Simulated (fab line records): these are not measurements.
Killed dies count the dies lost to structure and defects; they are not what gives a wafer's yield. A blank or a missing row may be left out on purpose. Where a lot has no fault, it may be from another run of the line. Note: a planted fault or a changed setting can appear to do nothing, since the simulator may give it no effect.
Which tool did it? :: flow gf180mcu :: Sampling: 13 lots, 39 wafers, 5 of 602 route steps

WHAT THE GAUGES SHOWED, per wafer
GF_VT_IMPLANT_TW_MEAS_21. Usual: for VT_IMPLANT_2_TW the level is 1216 and the standard deviation is 8.2.
lot: L828
measured: day 6 14:29
on: filmMetro-03
VT_IMPLANT_2_TW: 1223 1217 1217
flag: 

lot: L830
measured: day 7 06:29
on: filmMetro-04
VT_IMPLANT_2_TW: 1215 1206 1210
flag: 

lot: L831
measured: day 7 12:01
on: filmMetro-01
VT_IMPLANT_2_TW: 1215 1207 1208
flag: 

lot: L833
measured: day 8 01:52
on: filmMetro-04
VT_IMPLANT_2_TW: 1219 1221 1221
flag: 

lot: L834
measured: day 8 14:31
on: filmMetro-04
VT_IMPLANT_2_TW: 1223 1218 1213
flag: 

lot: L836
measured: day 9 04:23
on: filmMetro-04
VT_IMPLANT_2_TW: 1215 1224 1220
flag: 

lot: L837
measured: day 9 14:47
on: filmMetro-03
VT_IMPLANT_2_TW: 1218 1217 1223
flag: 

lot: L838
measured: day 9 15:25
on: filmMetro-04
VT_IMPLANT_2_TW: 1225 1224 1217
flag: 

lot: L841
measured: day 10 02:38
on: filmMetro-04
VT_IMPLANT_2_TW: 1225 1221 1224
flag: 

lot: L840
measured: day 10 03:16
on: filmMetro-01
VT_IMPLANT_2_TW: 1205 1203 1199
flag: 

lot: L842
measured: day 10 13:02
on: filmMetro-01
VT_IMPLANT_2_TW: 1497 1503 1497
flag: OFF

lot: L847
measured: day 11 19:17
on: filmMetro-01
VT_IMPLANT_2_TW: 1495 1501 1500
flag: OFF

lot: L848
measured: day 12 02:05
on: filmMetro-01
VT_IMPLANT_2_TW: 1199 1204 1200
flag: 

GF_HV_LDD_THK_MEAS_55. Usual: for HV_LDD_CVD_54_THK the level is 10.01 nm and the standard deviation is 0.14.
lot: L828
measured: day 12 19:43
on: filmMetro-01
HV_LDD_CVD_54_THK (nm): 9.79 9.92 9.92
flag: 

lot: L830
measured: day 13 16:59
on: filmMetro-02
HV_LDD_CVD_54_THK (nm): 10.04 10.06 9.99
flag: 

lot: L831
measured: day 13 21:11
on: filmMetro-04
HV_LDD_CVD_54_THK (nm): 10.05 9.97 10.04
flag: 

lot: L833
measured: day 14 17:38
on: filmMetro-01
HV_LDD_CVD_54_THK (nm): 10.01 10.03 10.00
flag: 

lot: L834
measured: day 15 14:17
on: filmMetro-02
HV_LDD_CVD_54_THK (nm): 10.16 10.16 10.19
flag: 

lot: L836
measured: day 16 01:36
on: filmMetro-02
HV_LDD_CVD_54_THK (nm): 9.81 9.77 9.84
flag: 

lot: L837
measured: day 16 15:53
on: filmMetro-02
HV_LDD_CVD_54_THK (nm): 9.84 9.82 9.89
flag: 

lot: L838
measured: day 16 18:23
on: filmMetro-02
HV_LDD_CVD_54_THK (nm): 10.01 10.00 10.16
flag: 

lot: L841
measured: day 17 08:56
on: filmMetro-01
HV_LDD_CVD_54_THK (nm): 10.30 10.24 10.07
flag: 

lot: L840
measured: day 17 14:47
on: filmMetro-02
HV_LDD_CVD_54_THK (nm): 9.95 9.91 9.84
flag: 

lot: L842
measured: day 17 21:08
on: filmMetro-01
HV_LDD_CVD_54_THK (nm): 9.83 9.86 9.95
flag: 

lot: L847
measured: day 19 11:55
on: filmMetro-04
HV_LDD_CVD_54_THK (nm): 9.87 9.87 10.01
flag: 

lot: L848
measured: day 19 20:37
on: filmMetro-04
HV_LDD_CVD_54_THK (nm): 10.03 10.10 9.90
flag: 

GF_NSD_CD_MEAS_07: the cd target is 400 nm. Usual: 399.7 nm for cdNm, sd 2.4.
lot: L828
measured: day 13 18:22
on: cdSem-01
cdNm (nm): 400.7 402.0 405.1
flag: 

lot: L830
measured: day 14 15:43
on: cdSem-01
cdNm (nm): 401.4 400.3 398.9
flag: 

lot: L831
measured: day 14 18:53
on: cdSem-02
cdNm (nm): 399.2 398.4 400.2
flag: 

lot: L833
measured: day 15 17:34
on: cdSem-01
cdNm (nm): 396.6 395.2 395.6
flag: 

lot: L834
measured: day 16 13:34
on: cdSem-01
cdNm (nm): 400.3 400.4 402.7
flag: 

lot: L836
measured: day 17 01:41
on: cdSem-02
cdNm (nm): 399.2 398.0 398.2
flag: 

lot: L837
measured: day 17 16:49
on: cdSem-02
cdNm (nm): 396.9 399.6 399.6
flag: 

lot: L838
measured: day 17 19:07
on: cdSem-01
cdNm (nm): 394.8 396.3 393.6
flag: 

lot: L841
measured: day 18 11:10
on: cdSem-01
cdNm (nm): 399.7 399.8 401.1
flag: 

lot: L840
measured: day 18 17:22
on: cdSem-01
cdNm (nm): 399.3 403.3 400.8
flag: 

lot: L842
measured: day 18 22:22
on: cdSem-01
cdNm (nm): 400.9 402.1 401.7
flag: 

lot: L847
measured: day 20 12:37
on: cdSem-01
cdNm (nm): 396.8 396.7 397.0
flag: 

lot: L848
measured: day 20 22:52
on: cdSem-02
cdNm (nm): 400.5 400.8 403.0
flag: 

TOOL THAT RAN EACH LOT (tool first, then ch and the chambers of the sampled wafers, then the start)
lot: L828
GF_LVPWELL_STRIP_10: plasmaAsher-02 ch 0,1, day 4 07:15
GF_VT_IMPLANT_IMPLANT_19: implanter-01 ch 0, day 6 14:16

lot: L830
GF_LVPWELL_STRIP_10: plasmaAsher-02 ch 0,1, day 4 21:40
GF_VT_IMPLANT_IMPLANT_19: implanter-04 ch 0, day 7 06:14

lot: L831
GF_LVPWELL_STRIP_10: plasmaAsher-01 ch 0,1, day 5 01:10
GF_VT_IMPLANT_IMPLANT_19: implanter-04 ch 0, day 7 11:47

lot: L833
GF_LVPWELL_STRIP_10: plasmaAsher-01 ch 0,1, day 5 14:13
GF_VT_IMPLANT_IMPLANT_19: implanter-01 ch 0, day 8 01:37

lot: L834
GF_LVPWELL_STRIP_10: plasmaAsher-04 ch 0,1, day 5 23:14
GF_VT_IMPLANT_IMPLANT_19: implanter-01 ch 0, day 8 14:17

lot: L836
GF_LVPWELL_STRIP_10: plasmaAsher-01 ch 0,1, day 6 11:55
GF_VT_IMPLANT_IMPLANT_19: implanter-04 ch 0, day 9 04:11

lot: L837
GF_LVPWELL_STRIP_10: plasmaAsher-04 ch 0,1, day 6 20:29
GF_VT_IMPLANT_IMPLANT_19: implanter-04 ch 0, day 9 14:34

lot: L838
GF_LVPWELL_STRIP_10: plasmaAsher-02 ch 0,1, day 6 21:07
GF_VT_IMPLANT_IMPLANT_19: implanter-04 ch 0, day 9 15:10

lot: L841
GF_LVPWELL_STRIP_10: plasmaAsher-02 ch 0,1, day 7 06:53
GF_VT_IMPLANT_IMPLANT_19: implanter-03 ch 0, day 10 02:25

lot: L840
GF_LVPWELL_STRIP_10: plasmaAsher-02 ch 0,1, day 7 07:52
GF_VT_IMPLANT_IMPLANT_19: implanter-03 ch 0, day 10 03:02

lot: L842
GF_LVPWELL_STRIP_10: plasmaAsher-01 ch 0,1, day 7 16:53
GF_VT_IMPLANT_IMPLANT_19: implanter-03 ch 0, day 10 12:31

lot: L847
GF_LVPWELL_STRIP_10: plasmaAsher-04 ch 0,1, day 8 19:50
GF_VT_IMPLANT_IMPLANT_19: implanter-03 ch 0, day 11 18:42

lot: L848
GF_LVPWELL_STRIP_10: plasmaAsher-01 ch 0,1, day 9 02:03
GF_VT_IMPLANT_IMPLANT_19: implanter-04 ch 0, day 12 01:53
- GF_LVPWELL_STRIP_10: strips in O2/N2.
- GF_VT_IMPLANT_IMPLANT_19

AS READ BY THE TOOLS THEMSELVES (means over the sampled wafers that have a number; for cases with no such wafer, the mark the record gives instead)
GF_LVPWELL_STRIP_10. Usual: value, then standard deviation, for each; chamberPressureMTorr 1500.1 mTorr / 1.4; drypumpMotorCurrentA 5.7 A / 0.53; heaterPowerW 351 W / 31; n2FlowSccm 300.1 sccm / 0.88; oesProductAu 0.722 a.u. / 0.0046; platenTempC 250.02 C / 0.18; stripTimeToEndpointS 37.01 s / 0.11.
lot: L828
tool: plasmaAsher-02
chamberPressureMTorr (mTorr): 1499.4
drypumpMotorCurrentA (A): 5.8
heaterPowerW (W): 340
n2FlowSccm (sccm): 301.0
oesProductAu (a.u.): 0.724
platenTempC (C): 249.97
stripTimeToEndpointS (s): 36.99
flag: 

lot: L830
tool: plasmaAsher-02
chamberPressureMTorr (mTorr): 1499.8
drypumpMotorCurrentA (A): 5.8
heaterPowerW (W): 339
n2FlowSccm (sccm): 300.5
oesProductAu (a.u.): 0.722
platenTempC (C): 249.94
stripTimeToEndpointS (s): 37.22
flag: 

lot: L831
tool: plasmaAsher-01
chamberPressureMTorr (mTorr): 1500.5
drypumpMotorCurrentA (A): 6.2
heaterPowerW (W): 376
n2FlowSccm (sccm): 299.6
oesProductAu (a.u.): 0.725
platenTempC (C): 250.15
stripTimeToEndpointS (s): 37.16
flag: 

lot: L833
tool: plasmaAsher-01
chamberPressureMTorr (mTorr): 1499.8
drypumpMotorCurrentA (A): 6.2
heaterPowerW (W): 378
n2FlowSccm (sccm): 299.8
oesProductAu (a.u.): 0.724
platenTempC (C): 249.93
stripTimeToEndpointS (s): 37.15
flag: 

lot: L834
tool: plasmaAsher-04
chamberPressureMTorr (mTorr): 1501.1
drypumpMotorCurrentA (A): 5.4
heaterPowerW (W): 301
n2FlowSccm (sccm): 299.5
oesProductAu (a.u.): 0.721
platenTempC (C): 250.01
stripTimeToEndpointS (s): 36.82
flag: 

lot: L836
tool: plasmaAsher-01
chamberPressureMTorr (mTorr): 1499.3
drypumpMotorCurrentA (A): 6.2
heaterPowerW (W): 384
n2FlowSccm (sccm): 301.1
oesProductAu (a.u.): 0.719
platenTempC (C): 249.80
stripTimeToEndpointS (s): 37.00
flag: 

lot: L837
tool: plasmaAsher-04
chamberPressureMTorr (mTorr): 1500.0
drypumpMotorCurrentA (A): 5.4
heaterPowerW (W): 304
n2FlowSccm (sccm): 299.7
oesProductAu (a.u.): 0.719
platenTempC (C): 249.96
stripTimeToEndpointS (s): 36.92
flag: 

lot: L838
tool: plasmaAsher-02
chamberPressureMTorr (mTorr): 1499.9
drypumpMotorCurrentA (A): 5.8
heaterPowerW (W): 361
n2FlowSccm (sccm): 299.7
oesProductAu (a.u.): 0.725
platenTempC (C): 249.97
stripTimeToEndpointS (s): 37.05
flag: 

lot: L841
tool: plasmaAsher-02
chamberPressureMTorr (mTorr): 1501.1
drypumpMotorCurrentA (A): 5.5
heaterPowerW (W): 365
n2FlowSccm (sccm): 299.6
oesProductAu (a.u.): 0.723
platenTempC (C): 250.16
stripTimeToEndpointS (s): 36.99
flag: 

lot: L840
tool: plasmaAsher-02
chamberPressureMTorr (mTorr): 1499.6
drypumpMotorCurrentA (A): 5.5
heaterPowerW (W): 359
n2FlowSccm (sccm): 299.8
oesProductAu (a.u.): 0.723
platenTempC (C): 249.91
stripTimeToEndpointS (s): 37.03
flag: 

lot: L842
tool: plasmaAsher-01
chamberPressureMTorr (mTorr): 1499.8
drypumpMotorCurrentA (A): 5.9
heaterPowerW (W): 369
n2FlowSccm (sccm): 300.8
oesProductAu (a.u.): 0.722
platenTempC (C): 250.19
stripTimeToEndpointS (s): 36.99
flag: 

lot: L847
tool: plasmaAsher-04
chamberPressureMTorr (mTorr): 1501.4
drypumpMotorCurrentA (A): 5.4
heaterPowerW (W): 301
n2FlowSccm (sccm): 300.4
oesProductAu (a.u.): 0.723
platenTempC (C): 249.93
stripTimeToEndpointS (s): 36.85
flag: 

lot: L848
tool: plasmaAsher-01
chamberPressureMTorr (mTorr): 1500.1
drypumpMotorCurrentA (A): 6.2
heaterPowerW (W): 383
n2FlowSccm (sccm): 300.8
oesProductAu (a.u.): 0.722
platenTempC (C): 250.00
stripTimeToEndpointS (s): 37.11
flag: 

THE ANSWER, worked out from the rows above alone
Rule: lot off if the mean of its wafers having a number is beyond 3 standard deviations from the usual mean. A lot without any number at a reading at which 4 lots or more have one is off too. Where the step has rows for the other lots, those lots are counted as sound. Order of review: gauges by route order, followed by the tools' own readings, for which a lot's mean as printed above is used. At the first step where some lot is off, the reading lying furthest off is the one used; lots without a number count as furthest.
Off: at GF_VT_IMPLANT_TW_MEAS_21 (VT_IMPLANT_2_TW), L842, L847.
A tool fits if, at a process step before that reading, it ran every lot that is off, and no sound lot after the first of them. The gauges at GF_VT_IMPLANT_TW_MEAS_21 are tried like those tools. One candidate fits, namely implanter-03 at GF_VT_IMPLANT_IMPLANT_19. A fault onset in the window from L840 (day 10 03:02, its last sound lot) to L842 (day 10 12:31, its first lot off) fits.

WHAT WAS PUT IN BY THE SIMULATOR
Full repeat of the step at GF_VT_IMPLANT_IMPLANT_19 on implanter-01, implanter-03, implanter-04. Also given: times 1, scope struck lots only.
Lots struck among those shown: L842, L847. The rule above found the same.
